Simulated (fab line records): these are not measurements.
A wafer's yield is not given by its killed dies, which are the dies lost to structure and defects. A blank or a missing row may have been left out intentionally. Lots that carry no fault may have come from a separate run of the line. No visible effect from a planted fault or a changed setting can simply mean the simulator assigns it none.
Which tool is to blame? / flow sfqLine / 14 lots, 42 wafers sampled, at 6 steps of a route of 325

## WHAT EACH GAUGE READ, for each wafer
The record holds no reading of a measuring or inspecting step that can be judged against a usual standard deviation.

## EACH LOT AND THE TOOL THAT RAN IT (in order: tool; ch and the chambers of the sampled wafers; start)
lot=L361; SFQ_TRILAYER_I0_VIA_BARC_OPEN_VIA_ETCH_046=rieDiel-03 ch 0,1,2, day 8 21:03; SFQ_TRILAYER_I0_VIA_ETCH_VIA_ETCH_034=rieDiel-03 ch 0,1,2, day 8 21:05; SFQ_TRILAYER_M1_LITHO_EXPOSE_040=krfScanner-01 ch 0, day 10 23:37; SFQ_TRILAYER_A5B_CMP_CMP_130=cmp-02 ch 2,3, day 54 17:35; SFQ_TRILAYER_I5_STRIP_STRIP_148=rieMetal-03 ch 0,1, day 66 14:19; SFQ_TRILAYER_I6_CMP_CMP_166=cmp-01 ch 2,3, day 72 09:54
lot=L362; SFQ_TRILAYER_I0_VIA_BARC_OPEN_VIA_ETCH_046=rieDiel-01 ch 0,1,3, day 9 00:39; SFQ_TRILAYER_I0_VIA_ETCH_VIA_ETCH_034=rieDiel-01 ch 0,1,3, day 9 00:41; SFQ_TRILAYER_M1_LITHO_EXPOSE_040=krfScanner-01 ch 0, day 11 07:49; SFQ_TRILAYER_A5B_CMP_CMP_130=cmp-01 ch 0,2,3, day 54 18:18; SFQ_TRILAYER_I5_STRIP_STRIP_148=rieMetal-01 ch 0,1, day 66 15:19; SFQ_TRILAYER_I6_CMP_CMP_166=cmp-02 ch 1,2,3, day 72 11:23
lot=L364; SFQ_TRILAYER_I0_VIA_BARC_OPEN_VIA_ETCH_046=rieDiel-03 ch 2,3, day 9 21:36; SFQ_TRILAYER_I0_VIA_ETCH_VIA_ETCH_034=rieDiel-03 ch 2,3, day 9 21:38; SFQ_TRILAYER_M1_LITHO_EXPOSE_040=krfScanner-01 ch 0, day 11 20:01; SFQ_TRILAYER_A5B_CMP_CMP_130=cmp-01 ch 0,3, day 54 21:48; SFQ_TRILAYER_I5_STRIP_STRIP_148=rieMetal-01 ch 0,1, day 66 21:38; SFQ_TRILAYER_I6_CMP_CMP_166=cmp-02 ch 0,1,2, day 72 19:44
lot=L365; SFQ_TRILAYER_I0_VIA_BARC_OPEN_VIA_ETCH_046=rieDiel-03 ch 0,2,3, day 10 02:24; SFQ_TRILAYER_I0_VIA_ETCH_VIA_ETCH_034=rieDiel-03 ch 0,2,3, day 10 02:26; SFQ_TRILAYER_M1_LITHO_EXPOSE_040=krfScanner-01 ch 0, day 12 00:37; SFQ_TRILAYER_A5B_CMP_CMP_130=cmp-02 ch 1,2,3, day 55 00:05; SFQ_TRILAYER_I5_STRIP_STRIP_148=rieMetal-02 ch 0,1, day 66 22:38; SFQ_TRILAYER_I6_CMP_CMP_166=cmp-01 ch 2,3, day 72 19:26
lot=L368; SFQ_TRILAYER_I0_VIA_BARC_OPEN_VIA_ETCH_046=rieDiel-02 ch 1,2, day 10 23:33; SFQ_TRILAYER_I0_VIA_ETCH_VIA_ETCH_034=rieDiel-02 ch 1,2, day 10 23:35; SFQ_TRILAYER_M1_LITHO_EXPOSE_040=krfScanner-01 ch 0, day 12 21:01; SFQ_TRILAYER_A5B_CMP_CMP_130=cmp-01 ch 0,1,3, day 56 19:41; SFQ_TRILAYER_I5_STRIP_STRIP_148=rieMetal-01 ch 0,1, day 68 03:26; SFQ_TRILAYER_I6_CMP_CMP_166=cmp-02 ch 0,2,3, day 73 18:14
lot=L369; SFQ_TRILAYER_I0_VIA_BARC_OPEN_VIA_ETCH_046=rieDiel-01 ch 0,1,3, day 11 04:21; SFQ_TRILAYER_I0_VIA_ETCH_VIA_ETCH_034=rieDiel-01 ch 0,1,3, day 11 04:23; SFQ_TRILAYER_M1_LITHO_EXPOSE_040=krfScanner-01 ch 0, day 13 01:37; SFQ_TRILAYER_A5B_CMP_CMP_130=cmp-02 ch 0,2,3, day 58 06:31; SFQ_TRILAYER_I5_STRIP_STRIP_148=rieMetal-02 ch 0,1, day 69 07:44; SFQ_TRILAYER_I6_CMP_CMP_166=cmp-01 ch 0,1,2, day 79 05:32
lot=L370; SFQ_TRILAYER_I0_VIA_BARC_OPEN_VIA_ETCH_046=rieDiel-02 ch 0,1,3, day 11 23:33; SFQ_TRILAYER_I0_VIA_ETCH_VIA_ETCH_034=rieDiel-02 ch 0,1,3, day 11 23:35; SFQ_TRILAYER_M1_LITHO_EXPOSE_040=krfScanner-01 ch 0, day 14 02:19; SFQ_TRILAYER_A5B_CMP_CMP_130=cmp-02 ch 0,2,3, day 58 20:58; SFQ_TRILAYER_I5_STRIP_STRIP_148=rieMetal-03 ch 0,1, day 69 21:47; SFQ_TRILAYER_I6_CMP_CMP_166=cmp-02 ch 0,2, day 80 04:31
lot=L372; SFQ_TRILAYER_I0_VIA_BARC_OPEN_VIA_ETCH_046=rieDiel-03 ch 0,3, day 12 13:57; SFQ_TRILAYER_I0_VIA_ETCH_VIA_ETCH_034=rieDiel-03 ch 0,3, day 12 13:59; SFQ_TRILAYER_M1_LITHO_EXPOSE_040=krfScanner-01 ch 0, day 14 15:07; SFQ_TRILAYER_A5B_CMP_CMP_130=cmp-02 ch 0,3, day 59 05:56; SFQ_TRILAYER_I5_STRIP_STRIP_148=rieMetal-02 ch 1, day 70 14:33; SFQ_TRILAYER_I6_CMP_CMP_166=cmp-02 ch 1,3, day 80 18:41
lot=L373; SFQ_TRILAYER_I0_VIA_BARC_OPEN_VIA_ETCH_046=rieDiel-02 ch 2,3, day 12 19:57; SFQ_TRILAYER_I0_VIA_ETCH_VIA_ETCH_034=rieDiel-02 ch 2,3, day 12 19:59; SFQ_TRILAYER_M1_LITHO_EXPOSE_040=krfScanner-01 ch 0, day 14 21:19; SFQ_TRILAYER_A5B_CMP_CMP_130=cmp-02 ch 0,2, day 59 20:08; SFQ_TRILAYER_I5_STRIP_STRIP_148=rieMetal-03 ch 0,1, day 71 00:09; SFQ_TRILAYER_I6_CMP_CMP_166=cmp-02 ch 0,1,2, day 80 23:23
lot=L374; SFQ_TRILAYER_I0_VIA_BARC_OPEN_VIA_ETCH_046=rieDiel-01 ch 0,1,2, day 13 01:57; SFQ_TRILAYER_I0_VIA_ETCH_VIA_ETCH_034=rieDiel-01 ch 0,1,2, day 13 01:59; SFQ_TRILAYER_M1_LITHO_EXPOSE_040=krfScanner-01 ch 0, day 15 03:19; SFQ_TRILAYER_A5B_CMP_CMP_130=cmp-02 ch 0,1,2, day 59 22:38; SFQ_TRILAYER_I5_STRIP_STRIP_148=rieMetal-02 ch 1, day 71 06:21; SFQ_TRILAYER_I6_CMP_CMP_166=cmp-02 ch 0,1,3, day 81 05:02
lot=L378; SFQ_TRILAYER_I0_VIA_BARC_OPEN_VIA_ETCH_046=rieDiel-01 ch 0,2, day 14 13:04; SFQ_TRILAYER_I0_VIA_ETCH_VIA_ETCH_034=rieDiel-01 ch 0,2, day 14 13:06; SFQ_TRILAYER_M1_LITHO_EXPOSE_040=krfScanner-01, day 16 22:54; SFQ_TRILAYER_A5B_CMP_CMP_130=cmp-02 ch 0,2, day 60 15:03; SFQ_TRILAYER_I5_STRIP_STRIP_148=rieMetal-02 ch 0,1, day 72 07:21; SFQ_TRILAYER_I6_CMP_CMP_166=cmp-02 ch 1,2,3, day 81 18:02
lot=L379; SFQ_TRILAYER_I0_VIA_BARC_OPEN_VIA_ETCH_046=rieDiel-01 ch 0,2, day 14 23:52; SFQ_TRILAYER_I0_VIA_ETCH_VIA_ETCH_034=rieDiel-01 ch 0,2, day 14 23:54; SFQ_TRILAYER_M1_LITHO_EXPOSE_040=krfScanner-01, day 17 10:39; SFQ_TRILAYER_A5B_CMP_CMP_130=cmp-02 ch 0,2, day 60 23:51; SFQ_TRILAYER_I5_STRIP_STRIP_148=rieMetal-03 ch 0,1, day 72 15:45; SFQ_TRILAYER_I6_CMP_CMP_166=cmp-01 ch 1,2, day 81 19:20
lot=L381; SFQ_TRILAYER_I0_VIA_BARC_OPEN_VIA_ETCH_046=rieDiel-01 ch 1,2,3, day 15 10:40; SFQ_TRILAYER_I0_VIA_ETCH_VIA_ETCH_034=rieDiel-01 ch 1,2,3, day 15 10:42; SFQ_TRILAYER_M1_LITHO_EXPOSE_040=krfScanner-01 ch 0, day 17 21:15; SFQ_TRILAYER_A5B_CMP_CMP_130=cmp-01 ch 1,2,3, day 61 15:34; SFQ_TRILAYER_I5_STRIP_STRIP_148=rieMetal-01 ch 0, day 73 00:09; SFQ_TRILAYER_I6_CMP_CMP_166=cmp-01 ch 0,1,2, day 81 22:20
lot=L382; SFQ_TRILAYER_I0_VIA_BARC_OPEN_VIA_ETCH_046=rieDiel-02 ch 1,2, day 15 23:26; SFQ_TRILAYER_I0_VIA_ETCH_VIA_ETCH_034=rieDiel-02 ch 1,2, day 15 23:28; SFQ_TRILAYER_M1_LITHO_EXPOSE_040=krfScanner-01 ch 0, day 18 10:26; SFQ_TRILAYER_A5B_CMP_CMP_130=cmp-02 ch 0,1, day 61 22:53; SFQ_TRILAYER_I5_STRIP_STRIP_148=rieMetal-02 ch 0,1, day 73 07:21; SFQ_TRILAYER_I6_CMP_CMP_166=cmp-02 ch 0,3, day 82 03:08
- SFQ_TRILAYER_I0_VIA_BARC_OPEN_VIA_ETCH_046: etches BARC in O2, target depth 125 nm, time 41.7 s.
- SFQ_TRILAYER_I0_VIA_ETCH_VIA_ETCH_034: etches SiO2 in CHF3, stops on Nb, target depth 260 nm.
- SFQ_TRILAYER_M1_LITHO_EXPOSE_040: exposes mask M1, target cd 500 nm.
- SFQ_TRILAYER_A5B_CMP_CMP_130: polishes, stops on Nb, target thk 340.7 nm.
- SFQ_TRILAYER_I5_STRIP_STRIP_148: strips in O2.
- SFQ_TRILAYER_I6_CMP_CMP_166: polishes SiO2.

## AS READ BY THE TOOLS THEMSELVES (means over the sampled wafers that have a number; for cases with no such wafer, the mark the record gives instead)
SFQ_TRILAYER_I0_VIA_BARC_OPEN_VIA_ETCH_046. Usual: biasW 80.01 W, standard deviation 0.25; chamberPressureMTorr 30.00 mTorr, standard deviation 0.037; drypumpMotorCurrentA 5.7 A, standard deviation 0.36; oesProductAu 0.685 a.u., standard deviation 0.0044.
lot=L361; tool=rieDiel-03; biasW (W)=79.70; chamberPressureMTorr (mTorr)=30.00; drypumpMotorCurrentA (A)=5.8; oesProductAu (a.u.)=0.688; flag=
lot=L362; tool=rieDiel-01; biasW (W)=79.96; chamberPressureMTorr (mTorr)=30.01; drypumpMotorCurrentA (A)=5.7; oesProductAu (a.u.)=0.689; flag=
lot=L364; tool=rieDiel-03; biasW (W)=79.87; chamberPressureMTorr (mTorr)=30.01; drypumpMotorCurrentA (A)=5.5; oesProductAu (a.u.)=0.687; flag=
lot=L365; tool=rieDiel-03; biasW (W)=80.19; chamberPressureMTorr (mTorr)=30.00; drypumpMotorCurrentA (A)=5.5; oesProductAu (a.u.)=0.683; flag=
lot=L368; tool=rieDiel-02; biasW (W)=79.94; chamberPressureMTorr (mTorr)=30.01; drypumpMotorCurrentA (A)=5.8; oesProductAu (a.u.)=0.688; flag=
lot=L369; tool=rieDiel-01; biasW (W)=79.75; chamberPressureMTorr (mTorr)=29.99; drypumpMotorCurrentA (A)=5.7; oesProductAu (a.u.)=0.684; flag=
lot=L370; tool=rieDiel-02; biasW (W)=80.02; chamberPressureMTorr (mTorr)=30.01; drypumpMotorCurrentA (A)=5.4; oesProductAu (a.u.)=0.685; flag=
lot=L372; tool=rieDiel-03; biasW (W)=80.24; chamberPressureMTorr (mTorr)=30.00; drypumpMotorCurrentA (A)=5.6; oesProductAu (a.u.)=0.687; flag=
lot=L373; tool=rieDiel-02; biasW (W)=80.29; chamberPressureMTorr (mTorr)=30.01; drypumpMotorCurrentA (A)=5.9; oesProductAu (a.u.)=0.685; flag=
lot=L374; tool=rieDiel-01; biasW (W)=79.84; chamberPressureMTorr (mTorr)=30.00; drypumpMotorCurrentA (A)=5.6; oesProductAu (a.u.)=0.684; flag=
lot=L378; tool=rieDiel-01; biasW (W)=-; chamberPressureMTorr (mTorr)=-; drypumpMotorCurrentA (A)=-; oesProductAu (a.u.)=-; flag=OFF
lot=L379; tool=rieDiel-01; biasW (W)=-; chamberPressureMTorr (mTorr)=-; drypumpMotorCurrentA (A)=-; oesProductAu (a.u.)=-; flag=OFF
lot=L381; tool=rieDiel-01; biasW (W)=79.89; chamberPressureMTorr (mTorr)=29.97; drypumpMotorCurrentA (A)=5.9; oesProductAu (a.u.)=0.684; flag=
lot=L382; tool=rieDiel-02; biasW (W)=80.09; chamberPressureMTorr (mTorr)=30.01; drypumpMotorCurrentA (A)=6.0; oesProductAu (a.u.)=0.685; flag=

SFQ_TRILAYER_I0_VIA_ETCH_VIA_ETCH_034. Usual: biasW 79.97 W, standard deviation 0.21; chamberPressureMTorr 29.996 mTorr, standard deviation 0.027; drypumpMotorCurrentA 5.7 A, standard deviation 0.36; oesProductAu 0.854 a.u., standard deviation 0.0048.
lot=L361; tool=rieDiel-03; biasW (W)=79.80; chamberPressureMTorr (mTorr)=29.979; drypumpMotorCurrentA (A)=5.8; oesProductAu (a.u.)=0.854; flag=
lot=L362; tool=rieDiel-01; biasW (W)=80.13; chamberPressureMTorr (mTorr)=30.002; drypumpMotorCurrentA (A)=5.7; oesProductAu (a.u.)=0.852; flag=
lot=L364; tool=rieDiel-03; biasW (W)=79.80; chamberPressureMTorr (mTorr)=29.972; drypumpMotorCurrentA (A)=5.4; oesProductAu (a.u.)=0.854; flag=
lot=L365; tool=rieDiel-03; biasW (W)=80.14; chamberPressureMTorr (mTorr)=30.025; drypumpMotorCurrentA (A)=5.5; oesProductAu (a.u.)=0.853; flag=
lot=L368; tool=rieDiel-02; biasW (W)=79.81; chamberPressureMTorr (mTorr)=30.010; drypumpMotorCurrentA (A)=5.7; oesProductAu (a.u.)=0.861; flag=
lot=L369; tool=rieDiel-01; biasW (W)=79.95; chamberPressureMTorr (mTorr)=30.019; drypumpMotorCurrentA (A)=5.7; oesProductAu (a.u.)=0.858; flag=
lot=L370; tool=rieDiel-02; biasW (W)=80.04; chamberPressureMTorr (mTorr)=30.008; drypumpMotorCurrentA (A)=5.4; oesProductAu (a.u.)=0.855; flag=
lot=L372; tool=rieDiel-03; biasW (W)=80.10; chamberPressureMTorr (mTorr)=29.987; drypumpMotorCurrentA (A)=5.6; oesProductAu (a.u.)=0.858; flag=
lot=L373; tool=rieDiel-02; biasW (W)=79.86; chamberPressureMTorr (mTorr)=29.984; drypumpMotorCurrentA (A)=5.9; oesProductAu (a.u.)=0.856; flag=
lot=L374; tool=rieDiel-01; biasW (W)=79.89; chamberPressureMTorr (mTorr)=29.984; drypumpMotorCurrentA (A)=5.6; oesProductAu (a.u.)=0.849; flag=
lot=L378; tool=rieDiel-01; biasW (W)=79.94; chamberPressureMTorr (mTorr)=29.988; drypumpMotorCurrentA (A)=5.3; oesProductAu (a.u.)=0.377; flag=OFF
lot=L379; tool=rieDiel-01; biasW (W)=80.21; chamberPressureMTorr (mTorr)=29.994; drypumpMotorCurrentA (A)=5.3; oesProductAu (a.u.)=0.372; flag=OFF
lot=L381; tool=rieDiel-01; biasW (W)=80.04; chamberPressureMTorr (mTorr)=29.981; drypumpMotorCurrentA (A)=5.9; oesProductAu (a.u.)=0.859; flag=
lot=L382; tool=rieDiel-02; biasW (W)=80.00; chamberPressureMTorr (mTorr)=29.985; drypumpMotorCurrentA (A)=6.0; oesProductAu (a.u.)=0.852; flag=

SFQ_TRILAYER_M1_LITHO_EXPOSE_040. Usual: exposureDoseMJCm2 14.399, standard deviation 0.015; focusOffsetNm 0.1 nm, standard deviation 0.48.
lot=L361; tool=krfScanner-01; exposureDoseMJCm2=14.377; focusOffsetNm (nm)=-0.9; flag=
lot=L362; tool=krfScanner-01; exposureDoseMJCm2=14.394; focusOffsetNm (nm)=-0.2; flag=
lot=L364; tool=krfScanner-01; exposureDoseMJCm2=14.414; focusOffsetNm (nm)=0.3; flag=
lot=L365; tool=krfScanner-01; exposureDoseMJCm2=14.407; focusOffsetNm (nm)=-0.0; flag=
lot=L368; tool=krfScanner-01; exposureDoseMJCm2=14.402; focusOffsetNm (nm)=0.2; flag=
lot=L369; tool=krfScanner-01; exposureDoseMJCm2=14.396; focusOffsetNm (nm)=0.2; flag=
lot=L370; tool=krfScanner-01; exposureDoseMJCm2=14.406; focusOffsetNm (nm)=-0.1; flag=
lot=L372; tool=krfScanner-01; exposureDoseMJCm2=14.369; focusOffsetNm (nm)=-0.0; flag=
lot=L373; tool=krfScanner-01; exposureDoseMJCm2=14.415; focusOffsetNm (nm)=0.8; flag=
lot=L374; tool=krfScanner-01; exposureDoseMJCm2=14.392; focusOffsetNm (nm)=0.4; flag=
lot=L378; tool=krfScanner-01; exposureDoseMJCm2=-; focusOffsetNm (nm)=-; flag=OFF
lot=L379; tool=krfScanner-01; exposureDoseMJCm2=-; focusOffsetNm (nm)=-; flag=OFF
lot=L381; tool=krfScanner-01; exposureDoseMJCm2=14.395; focusOffsetNm (nm)=-0.3; flag=
lot=L382; tool=krfScanner-01; exposureDoseMJCm2=14.409; focusOffsetNm (nm)=-0.0; flag=

SFQ_TRILAYER_A5B_CMP_CMP_130. Usual: motorCurrentA 10.2 A, standard deviation 0.9; slurryFlowMlMin 150.1, standard deviation 0.45.
lot=L361; tool=cmp-02; motorCurrentA (A)=9.5; slurryFlowMlMin=150.1; flag=
lot=L362; tool=cmp-01; motorCurrentA (A)=9.6; slurryFlowMlMin=149.9; flag=
lot=L364; tool=cmp-01; motorCurrentA (A)=9.5; slurryFlowMlMin=149.6; flag=
lot=L365; tool=cmp-02; motorCurrentA (A)=10.2; slurryFlowMlMin=150.4; flag=
lot=L368; tool=cmp-01; motorCurrentA (A)=10.4; slurryFlowMlMin=150.2; flag=
lot=L369; tool=cmp-02; motorCurrentA (A)=10.1; slurryFlowMlMin=150.1; flag=
lot=L370; tool=cmp-02; motorCurrentA (A)=9.7; slurryFlowMlMin=150.3; flag=
lot=L372; tool=cmp-02; motorCurrentA (A)=10.5; slurryFlowMlMin=149.6; flag=
lot=L373; tool=cmp-02; motorCurrentA (A)=9.4; slurryFlowMlMin=150.0; flag=
lot=L374; tool=cmp-02; motorCurrentA (A)=10.2; slurryFlowMlMin=150.6; flag=
lot=L378; tool=cmp-02; motorCurrentA (A)=9.4; slurryFlowMlMin=149.8; flag=
lot=L379; tool=cmp-02; motorCurrentA (A)=9.8; slurryFlowMlMin=149.8; flag=
lot=L381; tool=cmp-01; motorCurrentA (A)=11.0; slurryFlowMlMin=150.6; flag=
lot=L382; tool=cmp-02; motorCurrentA (A)=10.4; slurryFlowMlMin=149.9; flag=

SFQ_TRILAYER_I5_STRIP_STRIP_148. Usual: drypumpMotorCurrentA 5.8 A, standard deviation 0.61; heBacksideLeakSccm 3.59 sccm, standard deviation 0.25; oesProductAu 0.999 a.u., standard deviation 0.0079; platenTempC 40.00 C, standard deviation 0.11.
lot=L361; tool=rieMetal-03; drypumpMotorCurrentA (A)=5.8; heBacksideLeakSccm (sccm)=3.28; oesProductAu (a.u.)=1.005; platenTempC (C)=40.06; flag=
lot=L362; tool=rieMetal-01; drypumpMotorCurrentA (A)=6.3; heBacksideLeakSccm (sccm)=3.69; oesProductAu (a.u.)=0.993; platenTempC (C)=40.02; flag=
lot=L364; tool=rieMetal-01; drypumpMotorCurrentA (A)=6.3; heBacksideLeakSccm (sccm)=3.74; oesProductAu (a.u.)=0.989; platenTempC (C)=39.94; flag=
lot=L365; tool=rieMetal-02; drypumpMotorCurrentA (A)=4.9; heBacksideLeakSccm (sccm)=3.81; oesProductAu (a.u.)=0.998; platenTempC (C)=40.04; flag=
lot=L368; tool=rieMetal-01; drypumpMotorCurrentA (A)=6.5; heBacksideLeakSccm (sccm)=3.59; oesProductAu (a.u.)=0.997; platenTempC (C)=39.94; flag=
lot=L369; tool=rieMetal-02; drypumpMotorCurrentA (A)=5.0; heBacksideLeakSccm (sccm)=3.75; oesProductAu (a.u.)=0.995; platenTempC (C)=39.92; flag=
lot=L370; tool=rieMetal-03; drypumpMotorCurrentA (A)=5.8; heBacksideLeakSccm (sccm)=3.28; oesProductAu (a.u.)=1.003; platenTempC (C)=40.10; flag=
lot=L372; tool=rieMetal-02; drypumpMotorCurrentA (A)=5.2; heBacksideLeakSccm (sccm)=3.82; oesProductAu (a.u.)=0.985; platenTempC (C)=40.00; flag=
lot=L373; tool=rieMetal-03; drypumpMotorCurrentA (A)=5.8; heBacksideLeakSccm (sccm)=3.20; oesProductAu (a.u.)=1.000; platenTempC (C)=40.04; flag=
lot=L374; tool=rieMetal-02; drypumpMotorCurrentA (A)=5.3; heBacksideLeakSccm (sccm)=3.64; oesProductAu (a.u.)=0.993; platenTempC (C)=39.98; flag=
lot=L378; tool=rieMetal-02; drypumpMotorCurrentA (A)=5.1; heBacksideLeakSccm (sccm)=3.41; oesProductAu (a.u.)=1.001; platenTempC (C)=40.10; flag=
lot=L379; tool=rieMetal-03; drypumpMotorCurrentA (A)=5.8; heBacksideLeakSccm (sccm)=3.51; oesProductAu (a.u.)=1.002; platenTempC (C)=40.04; flag=
lot=L381; tool=rieMetal-01; drypumpMotorCurrentA (A)=6.5; heBacksideLeakSccm (sccm)=3.57; oesProductAu (a.u.)=1.002; platenTempC (C)=39.90; flag=
lot=L382; tool=rieMetal-02; drypumpMotorCurrentA (A)=5.0; heBacksideLeakSccm (sccm)=3.57; oesProductAu (a.u.)=0.994; platenTempC (C)=40.04; flag=

SFQ_TRILAYER_I6_CMP_CMP_166. Usual: motorCurrentA 10.2 A, standard deviation 0.88; slurryFlowMlMin 150.0, standard deviation 0.43; timeToEndpointS 217 s, standard deviation 8.6.
lot=L361; tool=cmp-01; motorCurrentA (A)=10.0; slurryFlowMlMin=150.1; timeToEndpointS (s)=215; flag=
lot=L362; tool=cmp-02; motorCurrentA (A)=10.2; slurryFlowMlMin=149.5; timeToEndpointS (s)=221; flag=
lot=L364; tool=cmp-02; motorCurrentA (A)=10.2; slurryFlowMlMin=150.0; timeToEndpointS (s)=223; flag=
lot=L365; tool=cmp-01; motorCurrentA (A)=9.9; slurryFlowMlMin=150.2; timeToEndpointS (s)=211; flag=
lot=L368; tool=cmp-02; motorCurrentA (A)=10.1; slurryFlowMlMin=149.8; timeToEndpointS (s)=224; flag=
lot=L369; tool=cmp-01; motorCurrentA (A)=9.9; slurryFlowMlMin=150.2; timeToEndpointS (s)=217; flag=
lot=L370; tool=cmp-02; motorCurrentA (A)=10.2; slurryFlowMlMin=149.5; timeToEndpointS (s)=223; flag=
lot=L372; tool=cmp-02; motorCurrentA (A)=10.6; slurryFlowMlMin=150.2; timeToEndpointS (s)=207; flag=
lot=L373; tool=cmp-02; motorCurrentA (A)=10.1; slurryFlowMlMin=149.9; timeToEndpointS (s)=216; flag=
lot=L374; tool=cmp-02; motorCurrentA (A)=10.8; slurryFlowMlMin=150.2; timeToEndpointS (s)=220; flag=
lot=L378; tool=cmp-02; motorCurrentA (A)=10.2; slurryFlowMlMin=150.0; timeToEndpointS (s)=221; flag=
lot=L379; tool=cmp-01; motorCurrentA (A)=11.6; slurryFlowMlMin=150.1; timeToEndpointS (s)=212; flag=
lot=L381; tool=cmp-01; motorCurrentA (A)=10.1; slurryFlowMlMin=150.2; timeToEndpointS (s)=214; flag=
lot=L382; tool=cmp-02; motorCurrentA (A)=10.2; slurryFlowMlMin=150.4; timeToEndpointS (s)=223; flag=

## THE ANSWER, worked out from the rows above alone
Rule: take the mean of a lot's wafers that have a number; if it is more than 3 standard deviations from the usual mean, the lot is off. Also off: a lot with no number at a reading for which 4 or more lots have one. The other lots that the step has rows for count as sound. First the gauges in route order, then the tools' own readings, where a lot's mean is used as printed above. The first step at which some lot is off is used, and at that step the reading that is off furthest; a lot without a number counts as furthest.
Off: L378, L379, at SFQ_TRILAYER_I0_VIA_BARC_OPEN_VIA_ETCH_046 (biasW). Without a number there: L378, L379.
A tool fits if, at that step or a process step before it, it ran every lot that is off, and no sound lot after the first of them. Not one of the candidates tried fits.

## WHAT THE SIMULATOR HAD PUT IN
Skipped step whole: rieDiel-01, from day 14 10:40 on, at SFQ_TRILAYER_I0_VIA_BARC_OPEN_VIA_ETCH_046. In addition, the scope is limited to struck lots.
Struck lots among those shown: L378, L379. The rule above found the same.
